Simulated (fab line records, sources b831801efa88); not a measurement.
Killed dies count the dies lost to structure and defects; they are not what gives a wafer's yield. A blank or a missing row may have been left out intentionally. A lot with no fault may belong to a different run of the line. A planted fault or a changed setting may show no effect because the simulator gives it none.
fab line records -- flow gf180mcu
[record] lots = 6, wafers = 18, lastDay = 34
route steps=602 shown TOP_METAL@586 PASSIVATION@587
lots that met no fault: from a run of the same line without faults
startH: start of the lot's first displayed wafer, in hours after the record's first day -- waitH: how many hours have passed since the lot's step before this one -- " as in the row above -- L1.1+2: a single row standing in for several wafers -- - either no value or no given start -- * or withheld: withheld -- < > ~ a bound
route shown NAME@n: names a module that has steps shown in the file, with the first one's number in the route -- usual: mean and standard deviation over wafers with no fault -- same: alike in all rows -- chamber/n: place in a boat -- sites: readings site by site -- _std_site: the values' standard deviation -- _edge_site: the outer-site mean with the inner-site mean subtracted -- radiusMm: for every site, how far away it sits from the centre of the wafer -- mask NAME#n: copy n -- behind: the most recent tool/chamber to have shaped the wafer -- hold: why the lot went on hold/how many hours it stayed there/how the hold came to an end -- device: transistor that didn't switch, given as n, p or np -- end of line: the route-end tests of the same wafers -- where a step has no rows: the recipe by itself -- killed: dies lost to structure and defects at the first sort, not the wafer's yield -- map: dies across one wafer; x = killed, . = not, _ = none there
set.NAME: the setting the step ran with; set.NAME@STEP: the setting that earlier step ran with -- model.NAME: the simulator's own value behind a step, which no gauge read
lots at some steps of the route; a table a step, a row a wafer
services: from which hour (startH, from the record's first day; less than 0 if before it) a tool's chamber was out of use, for how many hours, and why
[[steps]]
[step GF_TOP_METAL_CLEAN_19]
[recipe] chemistry = DIW, dry = n2Spin
[step GF_PASSIVATION_CVD_00]
[recipe] material = SiO2, targetThkNm = 1000, precursor = TEOS, tempC = 400, timeS = 111.95, rfW = 600
[usual] heaterPowerW = 690/90
lot.wafer,tool,chamber,startH,waitH,heaterPowerW
L954.1,pecvd-01,2,656.09,0.0,757
L954.2,pecvd-01,1,656.09,0.0,872
L954.4,pecvd-01,2,656.09,0.0,591
L958.3,pecvd-01,0,688.86,0.0,642
L958.5,pecvd-01,0,688.86,0.0,531
L958.6,pecvd-01,1,688.86,0.0,700
L970.1,pecvd-01,2,766.12,0.0,693
L970.2,pecvd-01,1,766.12,0.0,792
L970.3,pecvd-01,0,766.12,0.0,616
L973.1,pecvd-02,0,779.41,0.0,630
L973.2,pecvd-02,2,779.41,0.0,700
L973.3,pecvd-02,1,779.41,0.0,742
L974.2,pecvd-02,0,786.93,0.0,588
L974.3,pecvd-02,2,786.93,0.0,786
L974.4,pecvd-02,1,786.93,0.0,625
L976.2,pecvd-04,0,789.20,0.0,717
L976.4,pecvd-04,1,789.20,0.0,686
L976.6,pecvd-04,2,789.20,0.0,799
[step GF_PASSIVATION_THK_MEAS_01]
[recipe] reads = SiO2_of_PASSIVATION_CVD_00
[usual] PASSIVATION_CVD_00_THK = 999/11
lot.wafer,tool,chamber,startH,waitH,PASSIVATION_CVD_00_THK[nm]
L954.1,filmMetro-02,-,656.17,0.0,1000
L954.2,filmMetro-02,-,656.17,0.0,999
L954.4,filmMetro-02,-,656.17,0.0,1013
L958.3,filmMetro-01,-,688.96,0.1,987
L958.5,filmMetro-01,-,688.96,0.1,1005
L958.6,filmMetro-01,-,688.96,0.1,1002
L970.1,filmMetro-04,-,766.20,0.0,995
L970.2,filmMetro-04,-,766.20,0.0,982
L970.3,filmMetro-04,-,766.20,0.0,993
L973.1,filmMetro-04,-,779.48,0.0,971
L973.2,filmMetro-04,-,779.48,0.0,983
L973.3,filmMetro-04,-,779.48,0.0,982
L974.2,filmMetro-01,-,787.02,0.0,981
L974.3,filmMetro-01,-,787.02,0.0,983
L974.4,filmMetro-01,-,787.02,0.0,1002
L976.2,filmMetro-02,-,789.29,0.0,1009
L976.4,filmMetro-02,-,789.29,0.0,1008
L976.6,filmMetro-02,-,789.29,0.0,1004
[step GF_PASSIVATION_CVD_02]
[recipe] material = Si3N4, targetThkNm = 700, timeS = 486.18, tempC = 400, rfW = 450
[usual] heaterPowerW = 746/86
lot.wafer,tool,chamber,startH,waitH,heaterPowerW
L954.1,pecvd-02,2,656.23,0.1,807
L954.2,pecvd-02,0,656.23,0.1,680
L954.4,pecvd-02,0,656.23,0.1,564
L958.3,pecvd-02,0,689.00,0.0,681
L958.5,pecvd-02,0,689.00,0.0,558
L958.6,pecvd-02,2,689.00,0.0,696
L970.1,pecvd-02,2,766.26,0.1,848
L970.2,pecvd-02,1,766.26,0.1,833
L970.3,pecvd-02,0,766.26,0.1,610
L973.1,pecvd-01,1,779.54,0.1,887
L973.2,pecvd-01,0,779.54,0.1,713
L973.3,pecvd-01,2,779.54,0.1,767
L974.2,pecvd-04,1,787.07,0.0,759
L974.3,pecvd-04,0,787.07,0.0,741
L974.4,pecvd-04,2,787.07,0.0,800
L976.2,pecvd-01,1,789.34,0.0,814
L976.4,pecvd-01,0,789.34,0.0,565
L976.6,pecvd-01,2,789.34,0.0,793
[step GF_PASSIVATION_THK_MEAS_03]
[recipe] reads = Si3N4_of_PASSIVATION_CVD_02
[usual] PASSIVATION_CVD_02_THK = 702/10
lot.wafer,tool,chamber,startH,waitH,PASSIVATION_CVD_02_THK[nm]
L954.1,filmMetro-04,-,656.51,0.1,697
L954.2,filmMetro-04,-,656.51,0.1,695
L954.4,filmMetro-04,-,656.51,0.1,711
L958.3,filmMetro-04,-,689.31,0.2,696
L958.5,filmMetro-04,-,689.31,0.2,709
L958.6,filmMetro-04,-,689.31,0.2,713
L970.1,filmMetro-04,-,766.55,0.1,696
L970.2,filmMetro-04,-,766.55,0.1,699
L970.3,filmMetro-04,-,766.55,0.1,691
L973.1,filmMetro-01,-,779.83,0.1,691
L973.2,filmMetro-01,-,779.83,0.1,691
L973.3,filmMetro-01,-,779.83,0.1,692
L974.2,filmMetro-01,-,787.36,0.2,699
L974.3,filmMetro-01,-,787.36,0.2,698
L974.4,filmMetro-01,-,787.36,0.2,699
L976.2,filmMetro-04,-,789.64,0.2,682
L976.4,filmMetro-04,-,789.64,0.2,714
L976.6,filmMetro-04,-,789.64,0.2,702
[step GF_PASSIVATION_DEHYDRATE_04]
[recipe] tempC = 200, timeS = 60
[step GF_PASSIVATION_HMDS_05]
[recipe] primeTimeS = 60, primeTempC = 120
[step GF_PASSIVATION_COAT_06]
[recipe] spinRpm = 2000, resistThkNm = 4000
[step GF_PASSIVATION_SOFTBAKE_07]
[recipe] tempC = 110, timeS = withheld
[step GF_PASSIVATION_EXPOSE_08]
[recipe] maskId = Pad, targetCdNm = 40000, na = 0.57, doseMj = 310
[step GF_PASSIVATION_PEB_09]
[recipe] tempC = 115, timeS = withheld
[step GF_PASSIVATION_DEVELOP_10]
[recipe] developTimeS = 58.78, devTempC = 23
[step GF_PASSIVATION_ETCH_11]
[recipe] chemistry = CF4/O2, targetDepthNm = 2040, stopOn = TiN, sourceW = 800, biasW = 151.7, pressureMtorr = 150, cf4FlowSccm = 80, O2_flow_sccm = 10, timeS = 453.3
[usual] O2_flow_sccm = 9.99/0.031, cf4FlowSccm = 80.00/0.22, drypumpMotorCurrentA = 5.6/0.42, oesProductAu = 0.989/0.0066, rfFwdPowerW = 798.9/2.4, throttleValvePct = 5.967/0.0096
lot.wafer,tool,chamber,startH,waitH,O2_flow_sccm,cf4FlowSccm,drypumpMotorCurrentA,oesProductAu,rfFwdPowerW,rfHoursCounterH,throttleValvePct,model.coat_of_PASSIVATION_COAT_06.thkNm
L954.1,rieDiel-04,1,676.08,-,10.00,79.80,5.8,0.995,801.5,1,5.965,2660
L954.2,rieDiel-04,2,676.08,-,10.01,79.69,5.1,0.974,795.9,23,5.990,2656
L954.4,rieDiel-04,3,676.08,-,9.94,79.68,5.3,0.986,802.5,13,5.979,2651
L958.3,rieDiel-02,1,707.55,-,10.01,80.19,5.9,0.988,801.8,4,5.969,2597
L958.5,rieDiel-02,1,707.55,-,9.98,80.34,5.9,0.995,799.8,-,5.982,2590
L958.6,rieDiel-02,0,707.55,-,9.96,80.40,4.9,0.990,797.6,-,5.985,2594
L970.1,rieDiel-04,1,781.93,-,9.90,80.32,5.8,0.913,671.2,5,5.944,2842
L970.2,rieDiel-04,0,781.93,-,9.98,79.92,5.9,0.901,670.3,18,5.953,2846
L970.3,rieDiel-04,2,781.93,-,9.96,79.85,5.1,0.896,672.3,27,5.957,2862
L973.1,rieDiel-04,3,795.18,-,10.02,79.96,5.3,0.898,666.6,18,5.939,2863
L973.2,rieDiel-04,2,795.18,-,9.96,79.61,5.1,0.906,671.5,28,5.927,2859
L973.3,rieDiel-04,0,795.18,-,9.99,80.24,5.9,0.920,670.2,18,5.933,2844
L974.2,rieDiel-02,3,802.68,-,9.97,79.92,5.3,0.989,801.3,0,5.969,2638
L974.3,rieDiel-02,1,802.68,-,9.98,80.37,5.9,0.998,800.9,9,5.971,2617
L974.4,rieDiel-02,0,802.68,-,10.00,79.67,4.9,0.994,798.3,3,5.984,2631
L976.2,rieDiel-03,1,803.98,-,10.00,79.75,6.3,0.994,799.3,29,5.961,2649
L976.4,rieDiel-03,2,803.98,-,9.99,79.51,5.2,1.002,796.9,21,5.959,2628
L976.6,rieDiel-03,0,803.98,-,9.98,80.15,5.9,0.982,801.5,-,5.970,2665
[step GF_PASSIVATION_STRIP_12]
[recipe] chemistry = O2/N2, powerW = 1400, pressureMtorr = 1500, platenTempC = 250, o2FlowSccm = 3000, n2FlowSccm = 300, overashFraction = 0.5
[usual] drypumpMotorCurrentA = 5.8/0.43, heaterPowerW = 374/28, oesProductAu = 0.719/0.0043, platenTempC = 249.97/0.17, stripTimeToEndpointS = 32.94/0.27
lot.wafer,tool,chamber,startH,waitH,drypumpMotorCurrentA,heaterPowerW,oesProductAu,platenTempC,rfHoursCounterH,stripTimeToEndpointS
L954.1,plasmaAsher-03,1,676.35,0.1,5.6,399,0.722,249.88,23,33.14
L954.2,plasmaAsher-03,0,676.35,0.1,6.4,392,0.713,249.83,23,33.09
L954.4,plasmaAsher-03,0,676.35,0.1,6.4,391,0.718,249.90,-,33.04
L958.3,plasmaAsher-03,0,707.85,0.2,6.4,397,0.715,250.24,-,32.45
L958.5,plasmaAsher-03,0,707.85,0.2,6.4,379,0.717,250.25,-,32.37
L958.6,plasmaAsher-03,1,707.85,0.2,5.6,392,0.724,250.14,-,32.40
L970.1,plasmaAsher-03,0,782.19,0.1,6.4,390,0.714,249.79,34,35.27
L970.2,plasmaAsher-03,1,782.19,0.1,5.6,404,0.725,250.20,34,35.33
L970.3,plasmaAsher-03,0,782.19,0.1,6.4,395,0.720,249.94,-,35.48
L973.1,plasmaAsher-03,0,795.44,0.1,6.4,386,0.726,249.82,35,35.48
L973.2,plasmaAsher-03,1,795.44,0.1,5.6,402,0.717,249.81,35,35.44
L973.3,plasmaAsher-03,0,795.44,0.1,6.4,383,0.721,249.91,-,35.31
L974.2,plasmaAsher-02,0,802.95,0.1,5.1,329,0.712,249.63,71,32.93
L974.3,plasmaAsher-02,1,802.95,0.1,5.4,345,0.719,249.92,-,32.67
L974.4,plasmaAsher-02,0,802.95,0.1,5.2,331,0.719,250.01,-,32.83
L976.2,plasmaAsher-03,1,804.25,0.1,5.6,389,0.719,249.97,36,33.08
L976.4,plasmaAsher-03,0,804.25,0.1,6.4,384,0.716,249.70,-,32.82
L976.6,plasmaAsher-03,1,804.25,0.1,5.6,392,0.716,249.79,-,33.22
[step GF_PASSIVATION_ANNEAL_13]
[recipe] tempC = 400, timeS = 1800, ambient = N2/H2, idleTempC = 300, rampUpCPerMin = 10, rampDownCPerMin = 3
[step GF_PASSIVATION_PROBE_99]
lot.wafer,tool,chamber,startH,waitH,model.etest.tester.sortNPass,model.etest.tester.sortYieldPct,model.etest.tester.sort_bin_5_pct
L954.1,prober-02,-,678.07,0.1,446,90.65,5.894
L954.2,prober-02,-,678.12,0.1,443,90.04,6.504
L954.4,prober-02,-,678.22,0.2,434,88.21,7.317
L958.3,prober-02,-,709.63,0.2,454,92.28,5.488
L958.5,prober-02,-,709.73,0.2,447,90.85,6.098
L958.6,prober-02,-,709.78,0.2,444,90.24,4.472
L970.1,prober-02,-,783.91,0.1,429,87.2,8.943
L970.2,prober-02,-,783.96,0.1,428,86.99,8.943
L970.3,prober-02,-,784.01,0.2,418,84.96,11.18
L973.1+2+3,prober-01,-,797.16,0.1,-,-,-
L974.2,prober-01,-,804.72,0.1,451,91.67,4.268
L974.3,prober-01,-,804.77,0.2,446,90.65,5.081
L974.4,prober-01,-,804.82,0.2,451,91.67,5.081
L976.2,prober-02,-,806.02,0.1,432,87.8,7.114
L976.4,prober-02,-,806.12,0.2,431,87.6,8.13
L976.6,prober-02,-,806.22,0.2,446,90.65,4.472
// killed by level:class
L954.1 V1:geometricParticle:open=5 V4:geometricParticle:open=5 M5:geometricParticle:short=5 V5:geometricParticle:open=4 V2:geometricParticle:open=3 STI:geometricParticle:short=2 CONTACT:geometricParticle:open=2 V2:geometricParticle:short=2
L954.2 CONTACT:geometricParticle:open=5 V5:geometricParticle:open=5 M3:geometricParticle:short=4 V3:geometricParticle:open=4 STI:geometricParticle:open=3 V4:geometricParticle:short=3 V1:geometricParticle:short=3 V1:geometricParticle:open=3
L954.4 STI:geometricParticle:short=6 CONTACT:geometricParticle:open=6 V1:geometricParticle:open=6 STI:geometricParticle:open=5 V4:geometricParticle:open=5 V1:geometricParticle:short=4 V2:geometricParticle:short=4 V2:geometricParticle:open=4
L958.3 CONTACT:geometricParticle:open=7 V4:geometricParticle:open=3 STI:geometricParticle:short=2 POLY_GATE:geometricParticle:open=2 POLY_GATE:geometricParticle:short=2 M1:geometricParticle:short=2 M2:geometricParticle:short=2 V2:geometricParticle:short=2
L958.5 V4:geometricParticle:open=5 CONTACT:geometricParticle:open=4 V1:geometricParticle:open=4 V2:geometricParticle:open=4 V3:geometricParticle:open=4 M4:geometricParticle:short=3 V3:geometricParticle:short=3 V5:geometricParticle:open=3
L958.6 V3:geometricParticle:open=7 V5:geometricParticle:open=7 STI:geometricParticle:open=3 CONTACT:geometricParticle:short=3 M2:geometricParticle:short=3 V2:geometricParticle:open=3 STI:geometricParticle:short=2 SALICIDE:geometricParticle:open=2
L970.1 PASSIVATION:areaEtch=16 V1:geometricParticle:open=7 V4:geometricParticle:open=6 STI:geometricParticle:short=2 STI:geometricParticle:open=2 POLY_GATE:geometricParticle:open=2 CONTACT:geometricParticle:short=2 CONTACT:geometricParticle:open=2
L970.2 PASSIVATION:areaEtch=22 V3:geometricParticle:short=4 V2:geometricParticle:open=4 V4:geometricParticle:open=4 V5:geometricParticle:short=4 STI:geometricParticle:short=3 STI:geometricParticle:open=3 CONTACT:geometricParticle:short=3
L970.3 PASSIVATION:areaEtch=20 CONTACT:geometricParticle:open=7 M1:geometricParticle:short=7 V4:geometricParticle:open=6 V3:geometricParticle:short=6 V2:geometricParticle:short=4 V2:geometricParticle:open=4 STI:geometricParticle:short=3
L974.2 V5:geometricParticle:open=5 STI:geometricParticle:open=4 STI:geometricParticle:short=4 V1:geometricParticle:open=3 V4:geometricParticle:open=3 M5:geometricParticle:short=3 POLY_GATE:geometricParticle:short=2 CONTACT:geometricParticle:open=2
L974.3 STI:geometricParticle:open=5 CONTACT:geometricParticle:open=4 V2:geometricParticle:open=4 V4:geometricParticle:open=4 STI:geometricParticle:short=3 CONTACT:geometricParticle:short=3 V1:geometricParticle:short=3 V1:geometricParticle:open=3
L974.4 V5:geometricParticle:short=6 V2:geometricParticle:open=5 V5:geometricParticle:open=5 V4:geometricParticle:open=4 V1:geometricParticle:open=3 V2:geometricParticle:short=3 STI:geometricParticle:short=2 POLY_GATE:geometricParticle:short=2
L976.2 STI:geometricParticle:open=6 V5:geometricParticle:open=6 STI:geometricParticle:short=4 CONTACT:geometricParticle:open=4 V1:geometricParticle:short=4 V3:geometricParticle:open=4 V4:geometricParticle:open=4 POLY_GATE:geometricParticle:short=3
L976.4 CONTACT:geometricParticle:open=10 CONTACT:geometricParticle:short=7 V1:geometricParticle:short=4 V1:geometricParticle:open=4 V3:geometricParticle:open=4 V5:geometricParticle:open=4 STI:geometricParticle:short=3 M1:geometricParticle:short=3
L976.6 CONTACT:geometricParticle:open=9 M5:geometricParticle:short=5 V5:geometricParticle:open=5 V5:geometricParticle:short=5 STI:geometricParticle:short=4 V2:geometricParticle:open=3 SALICIDE:geometricParticle:open=2 M1:geometricParticle:short=2
// map L970.3 (x killed, . not)
__________....x.x..x_________
________xx..........xx_______
______x..x.x............_____
_____..x.x......xx.x.x..x____
____.................x.x..___
___x....x.........x........__
__xx........x..x...x.....xx._
_x..x......x.................
_........x............x....xx
_..x..............x..........
_x.............x.............
_x....x.x..............x..x.x
_..................x........x
_x.x..x.........x.........x..
_x....x...............x...x.x
__x...........x........xx..._
___.x.....x..x.........x...__
____.x...........x........___
_____x................x.x____
______.................._____
________.......x......_______
__________x...x....._________
// map L954.4 (x killed, . not)
__________.........._________
________.....x........_______
______....x.........x..._____
_____...x...........x....____
____..xx....x......x......___
___........................__
__x................x....x.x._
_.x...............x........x.
_......x........x............
_........x.x..............x..
_..........x......xx........x
_....x....x.......x..xx......
_..x.x.x..................x..
_....x......x...x............
_x.................x.........
__.........................._
___......xxx..x....x.x.....__
____......x...x....x......___
_____.x......x..........x____
______x.x......xxx..x..._____
________............x._______
__________.........._________
[[services]]
tool,chamber,startH,hours,kind
rieDiel-04,1,636.95,-,clean
rieDiel-04,1,636.95,15.3,scheduledDown
rieDiel-04,1,636.95,15.3,ventCycle
pecvd-01,-,644.60,1.2,repair
rieDiel-03,2,663.32,70.2,repair
rieDiel-03,0,674.54,35.4,repair
rieDiel-04,0,677.95,3.0,repair
rieDiel-02,0,680.29,1.5,repair
rieDiel-04,-,683.45,2.1,repair
rieDiel-02,-,691.45,0.1,repair
rieDiel-02,0,721.07,-,clean
rieDiel-02,0,721.07,21.7,scheduledDown
rieDiel-02,0,721.07,21.7,ventCycle
pecvd-02,0,726.96,2.0,repair
pecvd-01,2,729.46,7.5,repair
rieDiel-04,0,756.00,5.0,repair
pecvd-02,2,771.21,5.3,repair
pecvd-01,1,780.41,6.7,repair
rieDiel-02,3,780.77,-,clean
rieDiel-02,3,780.77,20.6,scheduledDown
rieDiel-02,3,780.77,20.6,ventCycle
rieDiel-04,1,786.50,19.0,repair
rieDiel-03,-,790.50,1.1,repair
plasmaAsher-02,-,792.34,8.7,repair
[[key]]
[firstSign] step = GF_PASSIVATION_ETCH_11, reading = rfFwdPowerW, direction = down, sigmas = 53, usual = 798.9, struck = 670.3
[effect] step = GF_PASSIVATION_ETCH_11, reading = oesProductAu, direction = down, sigmas = 13, usual = 0.989, struck = 0.906
[effect] step = GF_PASSIVATION_STRIP_12, reading = stripTimeToEndpointS, direction = up, sigmas = 9, usual = *, struck = *
[modelEffect] step = GF_PASSIVATION_ETCH_11, value = coat_of_PASSIVATION_COAT_06.thkNm, without = 2663, struck = 2853
[modelEffect] step = GF_PASSIVATION_PROBE_99, value = etest.tester.sortNPass, without = 444.3, struck = 425
metAt GF_PASSIVATION_ETCH_11
struckWafers L970.1,L970.2,L970.3,L973.1,L973.2,L973.3
sortLeftOut L973.1,L973.2,L973.3
onsetBetween 676.08 781.93
[fault] kind = processParameterDrift, tool = rieDiel-04, chamber = -, onsetH = 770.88, steps = GF_PASSIVATION_ETCH_11, channel = sourceW, offset = -128, shape = step, endH = 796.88, actsIn = theseRecipesOnly, stated = 800
// sortLeftOut: the simulated sort isn't trusted on such a fault, so these wafers' sort isn't shown, and their yield isn't known
